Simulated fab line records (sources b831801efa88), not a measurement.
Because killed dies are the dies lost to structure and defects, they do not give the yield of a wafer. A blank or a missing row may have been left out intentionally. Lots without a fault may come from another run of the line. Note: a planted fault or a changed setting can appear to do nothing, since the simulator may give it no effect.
Chamber matching ; flow sky130 ; SKY_VIA2_ETCH_14 on rie diel-01: 4 sister chambers
The step etches BARC in N2/H2, stops on SiO2, time 45.9 s, target depth 60 nm. 8 wafers are shown with their chamber, then 8 later ones without.

== WAFERS PAIRED WITH THEIR CHAMBERS ==
wafer;chamber;drypump motor current A (A);oes product au (a.u.)
L077.2;1;5.45;0.854
L087.3;0;6.12;0.850
L086.5;3;6.03;0.851
L086.6;2;5.67;0.844
L088.3;2;5.66;0.856
L088.4;1;5.43;0.849
L088.5;3;6.04;0.856
L093.1;0;6.11;0.861

== WAFERS WHOSE CHAMBER IS MISSING ==
wafer;drypump motor current A (A);oes product au (a.u.)
L093.2;6.03;0.864
L093.4;5.67;0.855
L095.3;6.02;0.852
L095.4;6.15;0.861
L095.5;6.13;0.852
L097.1;5.69;0.855
L097.3;5.43;0.847
L097.4;6.03;0.859

== EACH ONE'S CHAMBER ==
wafer;from the rows above;in truth
L093.2;3;3
L093.4;2;2
L095.3;3;3
L095.4;0;0
L095.5;0;0
L097.1;2;2
L097.3;1;1
L097.4;3;3
Correctly placed: 8 of 8. Can't be placed from these rows: 0. 0 placed wrongly.
How it was worked out, from the rows above alone: a wafer's distance from a chamber is the root of the sum, over the readings, of the square of ((its reading less the chamber's mean) divided by the reading's scatter). The wafer belongs to the nearest chamber; if the next one is less than 2 further off, it can't be placed. A chamber's mean is the mean of its shown wafers. The scatter: take each reading less its chamber's mean, square it, sum over the shown wafers, divide by the number of wafers less the number of chambers, and take the root.
